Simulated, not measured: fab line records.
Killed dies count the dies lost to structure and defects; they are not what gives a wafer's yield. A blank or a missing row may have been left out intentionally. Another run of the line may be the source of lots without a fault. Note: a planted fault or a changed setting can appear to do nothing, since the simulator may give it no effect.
fab line records -- flow sky130
record lots=6, wafers=18, last_day=50
route steps=708 shown FIELD_ISO@19 NWELL@32 DNWELL@35 PWDE@45 SALICIDE@361 PAD_OPEN@708
lots that met no fault: from a run of the same line without faults
start_h: the number of hours between the record's first day and the start of the first shown wafer of the lot -- wait_h: hours from the lot's prior step to this one -- " same as the row above -- L1.1+2: a row that stands for several wafers -- - no value present, or no start provided -- * or withheld: withheld -- < > ~ a bound
route shown NAME@n: names a module that has steps shown in the file, with the first one's number in the route -- usual: mean and standard deviation over wafers with no fault -- same: alike in all rows -- chamber/n: place in a boat -- sites: readings site by site -- _std_site: how widely they spread, as a standard deviation -- _edge_site: mean of outer sites minus mean of inner sites -- radius_mm: for every site, how far away it sits from the centre of the wafer -- mask NAME#n: copy n -- behind: the most recent tool/chamber to have shaped the wafer -- hold: the reason the lot was held/the length of the hold in hours/how it ended -- device: names the non-switching transistor (n, p or np) -- end of line: at the end of the route, the tests of the same wafers -- a step without rows: its recipe alone -- killed: not the wafer's yield, but the dies lost to structure and defects at the first sort -- map: a wafer's dies, x killed, . not, _ none there
set.NAME: the run value of the setting; set.NAME@STEP: its run value at that earlier step -- model.NAME: the simulator's own value behind a step, which no gauge read
lots at selected steps of the route; one table per step, one row per wafer
services: the hour from which a tool's chamber was out of use, counted from the record's first day as start_h (under 0 if before that day), plus the number of hours and why
## steps
# step SKY_FIELD_ISO_WET_ETCH_18
# recipe chemistry=H3PO4, target_depth_nm=25, temp_c=160, target=Si3N4, time_s=286
# step SKY_FIELD_ISO_CLEAN_19
# recipe chemistry=SC1/SC2, mix=1:4:20, temp_c=70, time_s=150
# step SKY_FIELD_ISO_CLEAN_20
# recipe chemistry=dHF, time_s=20, dilution=100:1
# step SKY_FIELD_ISO_WET_ETCH_21
# recipe chemistry=dHF, dilution=100:1, target_depth_nm=20, dry=ipa_marangoni, target=SiO2, temp_c=25, time_s=400
# step SKY_FIELD_ISO_OXIDATION_22
# recipe temp_c=950, ambient=O2, stabilise_s=600, purge_s=300, target_thk_a=100, ox_time_s=623
# step SKY_FIELD_ISO_THK_MEAS_23
# recipe reads=SiO2_of_FIELD_ISO_OXIDATION_22
# usual FIELD_ISO_OXIDATION_01_THK=9.83/0.2
lot.wafer,tool,chamber,start_h,wait_h,FIELD_ISO_OXIDATION_01_THK[nm]
L831.1,film_metro-03,-,61.92,0.0,9.83
L831.5,film_metro-03,-,61.92,0.0,9.95
L831.6,film_metro-03,-,61.92,0.0,9.99
L836.2,film_metro-04,-,89.57,0.0,9.41
L836.3,film_metro-04,-,89.57,0.0,9.19
L836.6,film_metro-04,-,89.57,0.0,9.42
L842.4,film_metro-02,-,120.90,0.0,10.00
L842.5,film_metro-02,-,120.90,0.0,9.87
L842.6,film_metro-02,-,120.90,0.0,10.04
L843.2,film_metro-04,-,124.10,0.0,9.83
L843.5,film_metro-04,-,124.10,0.0,9.67
L843.6,film_metro-04,-,124.10,0.0,9.68
L845.1,film_metro-02,-,135.35,0.0,9.86
L845.4,film_metro-02,-,135.35,0.0,10.05
L845.6,film_metro-02,-,135.35,0.0,9.98
L848.2,film_metro-03,-,151.46,0.0,9.91
L848.3,film_metro-03,-,151.46,0.0,9.85
L848.5,film_metro-03,-,151.46,0.0,9.86
# step SKY_FIELD_ISO_CVD_24
# recipe material=SiO2, target_thk_nm=595, temp_c=650, sigma_open_frac=0.3, time_s=99.2, sih4_flow_sccm=60, pressure_mtorr=6
# step SKY_FIELD_ISO_THK_MEAS_25
# recipe reads=SiO2_of_FIELD_ISO_CVD_24
# usual FIELD_ISO_CVD_24_THK=594/6.6
lot.wafer,tool,chamber,start_h,wait_h,FIELD_ISO_CVD_24_THK[nm]
L831.1,film_metro-03,-,62.07,0.0,590
L831.5,film_metro-03,-,62.07,0.0,594
L831.6,film_metro-03,-,62.07,0.0,600
L836.2,film_metro-02,-,89.70,0.0,584
L836.3,film_metro-02,-,89.70,0.0,594
L836.6,film_metro-02,-,89.70,0.0,588
L842.4,film_metro-03,-,121.03,0.0,599
L842.5,film_metro-03,-,121.03,0.0,604
L842.6,film_metro-03,-,121.03,0.0,589
L843.2,film_metro-02,-,124.23,0.0,604
L843.5,film_metro-02,-,124.23,0.0,598
L843.6,film_metro-02,-,124.23,0.0,606
L845.1,film_metro-04,-,135.48,0.0,590
L845.4,film_metro-04,-,135.48,0.0,586
L845.6,film_metro-04,-,135.48,0.0,589
L848.2,film_metro-02,-,151.59,0.0,583
L848.3,film_metro-02,-,151.59,0.0,591
L848.5,film_metro-02,-,151.59,0.0,585
# step SKY_FIELD_ISO_ANNEAL_26
# recipe temp_c=1000, time_s=1800, ambient=N2
# step SKY_FIELD_ISO_CMP_27
# recipe stop_on=Si3N4, t_overpolish_s=16, down_force_psi=4, platen_rpm=60, target_thk_nm=457.8, pad_velocity_m_s=0.94248
# usual edge_zone_pressure_frac=1.000/0.0052, motor_current_A=11.4/1.1, overpolish_run_s=16.000/0.0091, retaining_ring_pressure_frac=1.001/0.0049, time_to_endpoint_s=113/3.7
lot.wafer,tool,chamber,start_h,wait_h,edge_zone_pressure_frac,motor_current_A,overpolish_run_s,retaining_ring_pressure_frac,time_to_endpoint_s
L831.1,cmp-01,2,65.54,0.1,1.002,11.1,16.009,1.006,111
L831.5,cmp-01,3,65.54,0.1,1.000,10.3,15.981,0.994,114
L831.6,cmp-01,0,65.54,0.1,1.003,12.7,16.007,1.002,114
L836.2,cmp-01,1,92.46,0.1,0.999,11.4,16.013,1.001,114
L836.3,cmp-01,3,92.46,0.1,0.994,10.4,16.024,0.996,118
L836.6,cmp-01,0,92.46,0.1,0.994,13.1,16.012,1.009,113
L842.4,cmp-01,3,123.13,0.0,1.001,10.5,16.006,0.996,116
L842.5,cmp-01,3,123.13,0.0,1.003,10.5,15.995,1.001,114
L842.6,cmp-01,0,123.13,0.0,0.998,12.8,16.006,1.004,108
L843.2,cmp-01,2,126.95,0.0,0.997,10.8,15.999,0.994,110
L843.6,cmp-01,2,126.95,0.0,0.990,10.4,15.987,1.007,112
L843.5,cmp-01,3,126.95,0.0,1.005,10.1,16.011,1.002,109
L845.4,cmp-02,2,138.25,0.1,1.001,13.2,15.990,1.008,108
L845.1,cmp-02,0,138.25,0.1,1.003,11.4,15.984,0.995,113
L845.6,cmp-02,1,138.25,0.1,0.995,10.5,15.997,0.999,112
L848.2,cmp-02,2,157.17,0.0,0.999,13.6,16.008,1.000,103
L848.3,cmp-02,0,157.17,0.0,0.993,12.0,15.985,1.002,110
L848.5,cmp-02,2,157.17,0.0,1.002,13.0,16.008,1.007,106
# step SKY_FIELD_ISO_WET_ETCH_28
# recipe chemistry=dHF, target_depth_nm=23.7, target=SiO2, dilution=10:1, temp_c=25, time_s=47
# step SKY_FIELD_ISO_WET_ETCH_29
# recipe chemistry=H3PO4, target_depth_nm=160, target=Si3N4, temp_c=160, time_s=1825
# step SKY_FIELD_ISO_WET_ETCH_30
# recipe chemistry=dHF, target_depth_nm=25, target=SiO2, dilution=10:1, temp_c=25, time_s=50
# usual bath_heat_duty_pct=6.4/0.81, temp_c=25.01/0.1
lot.wafer,tool,chamber,start_h,wait_h,bath_heat_duty_pct,temp_c,model.SiO2_of_FIELD_ISO_CVD_24.thk_nm
L831.1,wet_bench-02,1,66.25,0.0,0,15.08,412.1
L831.5,wet_bench-02,1,66.25,0.0,0,15.05,412.4
L831.6,wet_bench-02,1,66.25,0.0,0,15.17,412.9
L836.2,wet_bench-02,3,93.26,0.0,0,15.12,414.8
L836.3,wet_bench-02,3,93.26,0.0,0,14.99,414.7
L836.6,wet_bench-02,3,93.26,0.0,0,15.04,414.6
L842.4,wet_bench-03,2,124.02,0.0,7.2,25.10,405.8
L842.5,wet_bench-03,2,124.02,0.0,8.0,24.98,406.1
L842.6,wet_bench-03,2,124.02,0.0,7.0,24.97,406
L843.2,wet_bench-03,1,127.78,0.0,4.9,25.13,404.4
L843.5,wet_bench-03,1,127.78,0.0,5.3,24.99,404.4
L843.6,wet_bench-03,1,127.78,0.0,5.5,24.88,402.4
L845.1,wet_bench-04,3,139.03,0.0,6.2,24.96,405.6
L845.4,wet_bench-04,3,139.03,0.0,7.7,24.91,405.5
L845.6,wet_bench-04,3,139.03,0.0,6.0,24.99,405.8
L848.2,wet_bench-02,1,158.01,0.0,6.0,25.18,403.5
L848.3,wet_bench-02,1,158.01,0.0,6.6,25.14,403.7
L848.5,wet_bench-02,1,158.01,0.0,7.1,25.22,403.9
# step SKY_NWELL_CLEAN_00
# recipe chemistry=SC1/SC2, mix=1:4:20, temp_c=70, time_s=150, dry=n2_spin
# step SKY_NWELL_OXIDATION_01
# recipe temp_c=900, ambient=O2, stabilise_s=600, purge_s=300, target_thk_a=100, ox_time_s=1418
# step SKY_NWELL_THK_MEAS_02
# recipe reads=SiO2_of_NWELL_OXIDATION_01
# usual NWELL_OXIDATION_THK=9.88/0.2
lot.wafer,tool,chamber,start_h,wait_h,NWELL_OXIDATION_THK[nm]
L831.1,film_metro-01,-,67.72,0.0,10.06
L831.5,film_metro-01,-,67.72,0.0,10.00
L831.6,film_metro-01,-,67.72,0.0,10.05
L836.2,film_metro-04,-,96.68,0.0,9.38
L836.3,film_metro-04,-,96.68,0.0,9.33
L836.6,film_metro-04,-,96.68,0.0,9.48
L842.4,film_metro-02,-,126.77,0.0,9.80
L842.5,film_metro-02,-,126.77,0.0,9.74
L842.6,film_metro-02,-,126.77,0.0,9.66
L843.2,film_metro-04,-,129.70,0.0,10.09
L843.5,film_metro-04,-,129.70,0.0,10.08
L843.6,film_metro-04,-,129.70,0.0,10.07
L845.1,film_metro-02,-,140.50,0.0,9.66
L845.4,film_metro-02,-,140.50,0.0,9.70
L845.6,film_metro-02,-,140.50,0.0,9.72
L848.2,film_metro-04,-,161.49,0.0,10.07
L848.3,film_metro-04,-,161.49,0.0,10.09
L848.5,film_metro-04,-,161.49,0.0,10.17
# step SKY_DNWELL_DEHYDRATE_00
# recipe temp_c=200, time_s=60
# step SKY_DNWELL_HMDS_01
# recipe prime_time_s=60, prime_temp_c=120
# step SKY_DNWELL_COAT_02
# recipe spin_rpm=2000, resist_thk_nm=3000
# step SKY_DNWELL_SOFTBAKE_03
# recipe temp_c=110, time_s=withheld
# step SKY_DNWELL_EXPOSE_04
# recipe mask_id=DNM, na=0.57, target_cd_nm=3000, dose_mj=222
# step SKY_DNWELL_PEB_05
# recipe temp_c=115, time_s=withheld
# step SKY_DNWELL_DEVELOP_06
# recipe wall_angle_deg=90, developer=TMAH, develop_time_s=60, dev_temp_c=23
# step SKY_DNWELL_IMPLANT_07
# recipe species=P, energy_kev=withheld, dose_cm2=withheld, tilt_deg=withheld
# step SKY_DNWELL_STRIP_08
# recipe chemistry=O2/N2, power_w=1400, pressure_mtorr=1500, platen_temp_c=withheld, o2_flow_sccm=3000, n2_flow_sccm=300, overash_fraction=0.5
# usual drypump_motor_current_A=5.5/0.36, oes_product_au=0.723/0.0045, strip_time_to_endpoint_s=36.96/0.14
# same overash_fraction=0.5
lot.wafer,tool,chamber,start_h,wait_h,drypump_motor_current_A,oes_product_au,rf_hours_counter_h,strip_time_to_endpoint_s
L831.1,plasma_asher-04,0,84.64,0.1,5.5,0.715,29,36.74
L831.5,plasma_asher-04,1,84.64,0.1,4.9,0.730,-,36.74
L831.6,plasma_asher-04,0,84.64,0.1,5.4,0.720,-,36.82
L836.2,plasma_asher-01,1,114.13,0.1,5.4,0.730,43,36.97
L836.3,plasma_asher-01,0,114.13,0.1,5.9,0.732,-,37.08
L836.6,plasma_asher-01,1,114.13,0.1,5.4,0.728,-,37.11
L842.4,plasma_asher-01,0,145.66,0.1,6.0,0.725,-,36.89
L842.5,plasma_asher-01,1,145.66,0.1,5.5,0.726,-,37.07
L842.6,plasma_asher-01,0,145.66,0.1,6.0,0.720,-,36.89
L843.2,plasma_asher-03,1,149.39,0.1,6.0,0.729,47,36.92
L843.5,plasma_asher-03,1,149.39,0.1,5.9,0.730,-,36.90
L843.6,plasma_asher-03,0,149.39,0.1,5.5,0.728,-,36.98
L845.1,plasma_asher-04,1,160.44,0.1,4.9,0.718,37,37.21
L845.4,plasma_asher-04,1,160.44,0.1,4.9,0.722,-,37.18
L845.6,plasma_asher-04,0,160.44,0.1,5.4,0.716,-,37.14
L848.2,plasma_asher-01,1,181.28,0.1,5.5,0.718,50,37.15
L848.3,plasma_asher-01,0,181.28,0.1,5.9,0.722,-,37.11
L848.5,plasma_asher-01,0,181.28,0.1,5.9,0.722,-,37.20
# step SKY_DNWELL_TW_MEAS_09
# usual DNWELL_TW=1108/14
lot.wafer,tool,chamber,start_h,wait_h,DNWELL_TW
L831.1,film_metro-04,-,84.74,0.1,1112
L831.5,film_metro-04,-,84.74,0.1,1110
L831.6,film_metro-04,-,84.74,0.1,1117
L836.2,film_metro-04,-,114.24,0.1,1129
L836.3,film_metro-04,-,114.24,0.1,1135
L836.6,film_metro-04,-,114.24,0.1,1129
L842.4,film_metro-02,-,145.76,0.1,1102
L842.5,film_metro-02,-,145.76,0.1,1100
L842.6,film_metro-02,-,145.76,0.1,1100
L843.2,film_metro-02,-,149.50,0.1,1103
L843.5,film_metro-02,-,149.50,0.1,1096
L843.6,film_metro-02,-,149.50,0.1,1096
L845.1,film_metro-04,-,160.54,0.1,1126
L845.4,film_metro-04,-,160.54,0.1,1123
L845.6,film_metro-04,-,160.54,0.1,1123
L848.2,film_metro-01,-,181.39,0.1,1094
L848.3,film_metro-01,-,181.39,0.1,1094
L848.5,film_metro-01,-,181.39,0.1,1090
# step SKY_PWDE_DEHYDRATE_00
# recipe temp_c=200, time_s=60
# step SKY_PWDE_HMDS_01
# recipe prime_time_s=60, prime_temp_c=120
# step SKY_PWDE_COAT_02
# recipe spin_rpm=2000, resist_thk_nm=3000
# step SKY_PWDE_SOFTBAKE_03
# recipe temp_c=110, time_s=withheld
# step SKY_PWDE_EXPOSE_04
# recipe mask_id=PWDEM, na=0.6, source_shape=conventional, sigma_outer=0.6, polarization=unpolarized, target_cd_nm=840, dose_mj=214
# step SKY_PWDE_PEB_05
# recipe temp_c=115, time_s=withheld
# step SKY_PWDE_DEVELOP_06
# recipe wall_angle_deg=90, developer=TMAH, develop_time_s=60, dev_temp_c=23
# step SKY_PWDE_OVL_MEAS_07
# usual PWDE_OVL=0.8/1.7
lot.wafer,tool,chamber,start_h,wait_h,PWDE_OVL[nm]
L831.1,overlay-01,-,101.08,-,3.3
L831.5,overlay-01,-,101.08,-,2.7
L831.6,overlay-01,-,101.08,-,2.9
L836.2,overlay-02,-,131.29,-,0.6
L836.3,overlay-02,-,131.29,-,-3.1
L836.6,overlay-02,-,131.29,-,-0.5
L842.4,overlay-02,-,165.30,-,1.1
L842.5,overlay-02,-,165.30,-,3.4
L842.6,overlay-02,-,165.30,-,1.0
L843.2,overlay-02,-,169.04,-,-0.5
L843.5,overlay-02,-,169.04,-,0.3
L843.6,overlay-02,-,169.04,-,0.8
L845.1,overlay-02,-,179.52,-,1.0
L845.4,overlay-02,-,179.52,-,-2.4
L845.6,overlay-02,-,179.52,-,-0.1
L848.2,overlay-01,-,201.29,-,3.6
L848.3,overlay-01,-,201.29,-,4.0
L848.5,overlay-01,-,201.29,-,1.6
# step SKY_PWDE_IMPLANT_08
# recipe species=B, energy_kev=150, dose_cm2=3.6e+12, tilt_deg=withheld
# step SKY_PWDE_STRIP_09
# recipe chemistry=O2/N2, power_w=1400, pressure_mtorr=1500, platen_temp_c=withheld, o2_flow_sccm=3000, n2_flow_sccm=300, overash_fraction=0.5
# usual drypump_motor_current_A=5.68/0.18, oes_product_au=0.722/0.0049, strip_time_to_endpoint_s=36.97/0.13
# same overash_fraction=0.5
lot.wafer,tool,chamber,start_h,wait_h,drypump_motor_current_A,oes_product_au,rf_hours_counter_h,strip_time_to_endpoint_s
L831.1,plasma_asher-03,1,101.27,0.1,5.90,0.717,42,36.87
L831.5,plasma_asher-03,1,101.27,0.1,5.89,0.714,-,36.94
L831.6,plasma_asher-03,0,101.27,0.1,5.53,0.726,-,36.91
L836.2,plasma_asher-03,1,131.47,0.1,5.89,0.723,46,36.89
L836.3,plasma_asher-03,1,131.47,0.1,5.89,0.729,-,37.06
L836.6,plasma_asher-03,0,131.47,0.1,5.53,0.717,-,37.02
L842.4,plasma_asher-02,0,165.50,0.1,5.68,0.721,-,36.78
L842.5,plasma_asher-02,0,165.50,0.1,5.68,0.715,-,36.78
L842.6,plasma_asher-02,1,165.50,0.1,5.63,0.723,-,36.76
L843.2,plasma_asher-02,1,169.22,0.1,5.63,0.728,5,36.99
L843.5,plasma_asher-02,0,169.22,0.1,5.66,0.719,-,37.15
L843.6,plasma_asher-02,1,169.22,0.1,5.62,0.717,-,36.97
L845.1,plasma_asher-01,1,179.70,0.1,5.46,0.719,49,36.90
L845.4,plasma_asher-01,1,179.70,0.1,5.44,0.728,-,36.95
L845.6,plasma_asher-01,0,179.70,0.1,5.93,0.721,-,36.94
L848.2,plasma_asher-03,1,201.47,0.1,5.90,0.724,52,37.03
L848.3,plasma_asher-03,0,201.47,0.1,5.54,0.722,-,36.93
L848.5,plasma_asher-03,0,201.47,0.1,5.53,0.724,-,36.95
# step SKY_PWDE_TW_MEAS_10
# usual PWDE_TW=372/4.3
lot.wafer,tool,chamber,start_h,wait_h,PWDE_TW
L831.1,film_metro-04,-,101.37,0.1,377
L831.5,film_metro-04,-,101.37,0.1,378
L831.6,film_metro-04,-,101.37,0.1,379
L836.2,film_metro-01,-,131.58,0.1,369
L836.3,film_metro-01,-,131.58,0.1,370
L836.6,film_metro-01,-,131.58,0.1,368
L842.4,film_metro-01,-,165.60,0.1,371
L842.5,film_metro-01,-,165.60,0.1,370
L842.6,film_metro-01,-,165.60,0.1,370
L843.2,film_metro-01,-,169.33,0.1,369
L843.5,film_metro-01,-,169.33,0.1,368
L843.6,film_metro-01,-,169.33,0.1,369
L845.1,film_metro-02,-,179.80,0.1,369
L845.4,film_metro-02,-,179.80,0.1,370
L845.6,film_metro-02,-,179.80,0.1,370
L848.2,film_metro-01,-,201.58,0.1,372
L848.3,film_metro-01,-,201.58,0.1,371
L848.5,film_metro-01,-,201.58,0.1,372
# step SKY_NWELL_DEHYDRATE_03
# recipe temp_c=200, time_s=60
# step SKY_NWELL_HMDS_04
# recipe prime_time_s=60, prime_temp_c=120
# step SKY_NWELL_COAT_05
# recipe spin_rpm=2000, resist_thk_nm=3000
# step SKY_NWELL_SOFTBAKE_06
# recipe temp_c=110, time_s=withheld
# step SKY_NWELL_EXPOSE_07
# recipe mask_id=NWM, na=0.6, source_shape=conventional, sigma_outer=0.6, polarization=unpolarized, target_cd_nm=840, dose_mj=255
# step SKY_SALICIDE_CLEAN_00
# recipe chemistry=HF-last, time_s=30, dilution=100:1, dry=ipa_marangoni
lot.wafer,tool,chamber,start_h,wait_h,model.SiO2_of_FIELD_ISO_CVD_24.thk_nm
L831.1,wet_bench-04,0,691.59,0.1,365.7
L831.5,wet_bench-04,0,691.59,0.1,365.9
L831.6,wet_bench-04,0,691.59,0.1,366.5
L836.2,wet_bench-01,0,733.94,0.1,368.6
L836.3,wet_bench-01,0,733.94,0.1,368.4
L836.6,wet_bench-01,0,733.94,0.1,368.3
L842.4+6,wet_bench-02,0,783.37,0.0,359.2
L842.5,wet_bench-02,0,783.37,0.0,359.5
L843.2,wet_bench-01,0,783.67,0.1,358.1
L843.5,wet_bench-01,0,783.67,0.1,358.2
L843.6,wet_bench-01,0,783.67,0.1,356.1
L845.1+6,wet_bench-02,1,803.79,0.1,359.6
L845.4,wet_bench-02,1,803.79,0.1,359.3
L848.2+3,wet_bench-01,1,827.38,0.1,357.6
L848.5,wet_bench-01,1,827.38,0.1,357.8
# step SKY_PAD_OPEN_PROBE_99
# usual killed_at_M0_to_M3=44/7.2, killed_at_M4_up=3.0/1.9, killed_at_contacts=25/4.8, killed_at_front_end=16/4.2, killed_at_other=0.2/0.44, killed_dies=88/9.3, killed_open=48/7.1, killed_short=40/6.5
# same gross_dies=492, killed_at_back_side=0
lot.wafer,tool,chamber,start_h,wait_h,killed_at_M0_to_M3,killed_at_M4_up,killed_at_contacts,killed_at_front_end,killed_at_other,killed_dies,killed_open,killed_short,model.etest.sram_nfet_pass.off_log10_a_um,model.etest.sram_nfet_pass.vt_v
L831.1,prober-02,-,1107.18,0.1,58,2,23,21,0,104,65,39,-13.14,0.7027
L831.5,prober-02,-,1107.38,0.2,50,0,21,21,1,93,46,47,-13.02,0.6977
L831.6,prober-02,-,1107.43,0.2,49,2,23,18,0,92,62,30,-13.05,0.6959
L836.2,prober-01,-,1138.53,0.1,35,3,16,20,0,74,44,30,-13.39,0.7222
L836.3,prober-01,-,1138.58,0.2,45,3,18,19,0,85,44,41,-13.24,0.7078
L836.6,prober-01,-,1138.73,0.2,37,4,13,12,0,66,29,37,-13.02,0.6884
L842.4,prober-01,-,1168.67,0.2,54,6,22,13,0,95,53,42,-12.32,0.6415
L842.5,prober-01,-,1168.72,0.2,41,4,15,12,0,72,37,35,-12.75,0.6807
L842.6,prober-01,-,1168.77,0.2,36,1,21,17,0,75,43,32,-12.5,0.6586
L843.2,prober-02,-,1170.05,0.1,42,3,37,25,0,107,64,43,-12.41,0.6576
L843.5,prober-02,-,1170.20,0.2,40,4,23,15,0,82,30,52,-12.97,0.6937
L843.6,prober-02,-,1170.25,0.2,47,2,17,15,0,81,39,42,-12.59,0.6568
L845.1,prober-02,-,1181.55,0.1,38,3,21,16,1,79,50,29,-12.75,0.6669
L845.4,prober-02,-,1181.70,0.2,50,2,25,17,0,94,54,40,-12.13,0.6332
L845.6,prober-02,-,1181.80,0.2,48,3,23,16,0,90,48,42,-12.93,0.6813
L848.2,prober-01,-,1196.55,0.1,60,1,22,21,1,105,57,48,-12.76,0.6872
L848.3,prober-01,-,1196.60,0.2,41,4,21,19,0,85,51,34,-12.85,0.7024
L848.5,prober-01,-,1196.70,0.2,41,5,18,13,0,77,48,29,-12.72,0.6664
# killed by level:class
L831.1 VIA1:geometric_particle:open=19 LI_CONTACT:geometric_particle:open=9 CONTACT:geometric_particle:open=7 VIA2:geometric_particle:short=7 VIA3:geometric_particle:open=7 FIELD_ISO:geometric_particle:open=6 METAL1:geometric_particle:short=6 VIA2:geometric_particle:open=6
L831.5 VIA1:geometric_particle:open=12 VIA2:geometric_particle:open=8 CONTACT:geometric_particle:open=7 LI_CONTACT:geometric_particle:open=6 VIA1:geometric_particle:short=6 VIA3:geometric_particle:short=6 FIELD_ISO:geometric_particle:short=5 POLY_GATE:geometric_particle:short=5
L831.6 VIA1:geometric_particle:open=12 CONTACT:geometric_particle:open=12 VIA2:geometric_particle:open=11 POLY_GATE:geometric_particle:short=7 VIA3:geometric_particle:open=7 POLY_GATE:geometric_particle:open=6 LI_CONTACT:geometric_particle:open=5 VIA2:geometric_particle:short=4
L836.2 POLY_GATE:geometric_particle:open=8 VIA1:geometric_particle:open=8 LI_CONTACT:geometric_particle:open=7 VIA3:geometric_particle:open=7 POLY_GATE:geometric_particle:short=6 CONTACT:geometric_particle:open=5 METAL1:geometric_particle:short=5 VIA2:geometric_particle:open=5
L836.3 VIA1:geometric_particle:open=11 VIA2:geometric_particle:open=9 CONTACT:geometric_particle:open=8 METAL1:geometric_particle:short=7 FIELD_ISO:geometric_particle:open=5 VIA1:geometric_particle:short=5 FIELD_ISO:geometric_particle:short=4 LOCAL_INTERCONNECT:geometric_particle:short=4
L836.6 METAL1:geometric_particle:short=7 VIA3:geometric_particle:open=5 VIA2:geometric_particle:open=5 POLY_GATE:geometric_particle:open=4 VIA1:geometric_particle:short=4 VIA1:geometric_particle:open=4 VIA2:geometric_particle:short=4 METAL3:geometric_particle:short=4
L842.4 VIA1:geometric_particle:open=16 LOCAL_INTERCONNECT:geometric_particle:short=8 VIA2:geometric_particle:open=8 METAL1:geometric_particle:short=6 POLY_GATE:geometric_particle:open=5 LI_CONTACT:geometric_particle:open=5 VIA3:geometric_particle:open=5 CONTACT:geometric_particle:short=4
L842.5 VIA1:geometric_particle:open=11 VIA3:geometric_particle:open=10 METAL1:geometric_particle:short=7 LI_CONTACT:geometric_particle:open=4 LOCAL_INTERCONNECT:geometric_particle:short=4 VIA2:geometric_particle:open=4 METAL4:geometric_particle:short=4 FIELD_ISO:geometric_particle:short=3
L842.6 VIA1:geometric_particle:open=9 FIELD_ISO:geometric_particle:open=6 VIA3:geometric_particle:open=6 CONTACT:geometric_particle:open=6 METAL1:geometric_particle:short=6 POLY_GATE:geometric_particle:open=5 LOCAL_INTERCONNECT:geometric_particle:short=4 LI_CONTACT:geometric_particle:short=4
L843.2 CONTACT:geometric_particle:open=16 LI_CONTACT:geometric_particle:open=10 VIA1:geometric_particle:open=9 FIELD_ISO:geometric_particle:short=8 POLY_GATE:geometric_particle:open=8 VIA2:geometric_particle:open=8 LOCAL_INTERCONNECT:geometric_particle:short=6 METAL3:geometric_particle:short=5
L843.5 CONTACT:geometric_particle:short=9 VIA2:geometric_particle:open=7 VIA3:geometric_particle:open=7 VIA1:geometric_particle:short=6 LOCAL_INTERCONNECT:geometric_particle:short=6 FIELD_ISO:geometric_particle:short=5 LI_CONTACT:geometric_particle:open=5 METAL1:geometric_particle:short=5
L843.6 VIA1:geometric_particle:open=8 VIA3:geometric_particle:open=7 METAL1:geometric_particle:short=6 METAL2:geometric_particle:short=6 VIA2:geometric_particle:open=6 LI_CONTACT:geometric_particle:open=5 POLY_GATE:geometric_particle:short=4 LOCAL_INTERCONNECT:geometric_particle:short=4
L845.1 VIA1:geometric_particle:open=15 FIELD_ISO:geometric_particle:open=6 LI_CONTACT:geometric_particle:open=6 CONTACT:geometric_particle:open=6 VIA2:geometric_particle:open=4 FIELD_ISO:geometric_particle:short=4 LI_CONTACT:geometric_particle:short=4 VIA1:geometric_particle:short=4
L845.4 VIA1:geometric_particle:open=14 CONTACT:geometric_particle:open=10 FIELD_ISO:geometric_particle:short=7 LOCAL_INTERCONNECT:geometric_particle:short=7 VIA2:geometric_particle:open=7 VIA3:geometric_particle:open=7 VIA1:geometric_particle:short=5 LI_CONTACT:geometric_particle:open=5
L845.6 VIA2:geometric_particle:open=10 VIA1:geometric_particle:open=8 LI_CONTACT:geometric_particle:open=7 METAL2:geometric_particle:short=7 LOCAL_INTERCONNECT:geometric_particle:short=6 CONTACT:geometric_particle:open=6 VIA3:geometric_particle:open=5 VIA1:geometric_particle:short=5
L848.2 VIA2:geometric_particle:open=13 CONTACT:geometric_particle:open=8 VIA1:geometric_particle:open=8 VIA2:geometric_particle:short=8 VIA3:geometric_particle:open=8 LI_CONTACT:geometric_particle:open=7 FIELD_ISO:geometric_particle:short=6 FIELD_ISO:geometric_particle:open=5
L848.3 LI_CONTACT:geometric_particle:open=8 CONTACT:geometric_particle:open=8 VIA3:geometric_particle:open=8 POLY_GATE:geometric_particle:open=6 METAL1:geometric_particle:short=6 VIA2:geometric_particle:open=6 FIELD_ISO:geometric_particle:short=5 METAL1:geometric_particle:open=5
L848.5 VIA1:geometric_particle:open=8 FIELD_ISO:geometric_particle:open=7 CONTACT:geometric_particle:open=7 VIA2:geometric_particle:open=5 LI_CONTACT:geometric_particle:open=5 CONTACT:geometric_particle:short=5 METAL1:geometric_particle:short=5 VIA1:geometric_particle:short=4
## services
tool,chamber,start_h,hours,kind
cmp-01,-,68.95,0.3,repair
wet_bench-02,-,70.86,0.5,repair
plasma_asher-01,-,105.20,1.6,repair
cmp-01,-,107.85,1.5,repair
cmp-01,-,119.48,1.3,repair
cmp-01,-,150.73,4.0,pm
cmp-01,-,173.95,5.4,pm
cmp-01,-,197.71,2.2,repair
wet_bench-02,-,204.65,7.7,repair
cmp-01,-,232.06,4.0,pm
plasma_asher-01,-,268.44,2.8,pm
cmp-01,-,276.23,0.7,repair
plasma_asher-01,-,298.93,6.8,repair
plasma_asher-03,-,313.40,1.9,repair
plasma_asher-01,-,357.99,0.5,repair
plasma_asher-01,-,415.83,0.4,repair
plasma_asher-03,-,421.25,9.0,pm
plasma_asher-03,-,427.01,0.8,repair
plasma_asher-01,-,431.53,0.6,repair
plasma_asher-03,-,453.94,3.0,repair
cmp-01,-,458.01,15.4,pm
wet_bench-02,-,471.14,20.9,repair
cmp-01,-,542.95,4.5,pm
plasma_asher-03,-,555.32,2.6,repair
## key
first_sign step=SKY_FIELD_ISO_WET_ETCH_30, reading=temp_c, direction=down, sigmas=99, usual=*, struck=*
effect step=SKY_FIELD_ISO_WET_ETCH_30, reading=bath_heat_duty_pct, direction=down, sigmas=8, usual=6.4, struck=0
model_effect step=SKY_FIELD_ISO_WET_ETCH_30, value=SiO2_of_FIELD_ISO_CVD_24.thk_nm, without=404.3, struck=413.6
model_effect step=SKY_SALICIDE_CLEAN_00, value=SiO2_of_FIELD_ISO_CVD_24.thk_nm, without=358, struck=367.2
model_effect step=SKY_PAD_OPEN_PROBE_99, value=etest.sram_nfet_pass.off_log10_a_um, without=-12.78, struck=-13.14
met_at SKY_FIELD_ISO_WET_ETCH_30
struck_wafers L831.1,L831.5,L831.6,L836.2,L836.3,L836.6
tester_left_out L831,L836
fault kind=process_parameter_drift, tool=wet_bench-02, chamber=-, onset_h=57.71, steps=SKY_FIELD_ISO_WET_ETCH_30, channel=temp_c, offset=*, shape=step, end_h=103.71, acts_in=*, stated=*
# tester_left_out: of these lots the tester's yield and bins aren't shown, on N5 and GAA mostly nor the transistor test; their killed dies are dies lost to structure and defects alone, not to doping, threshold or leakage, so they don't give the yield
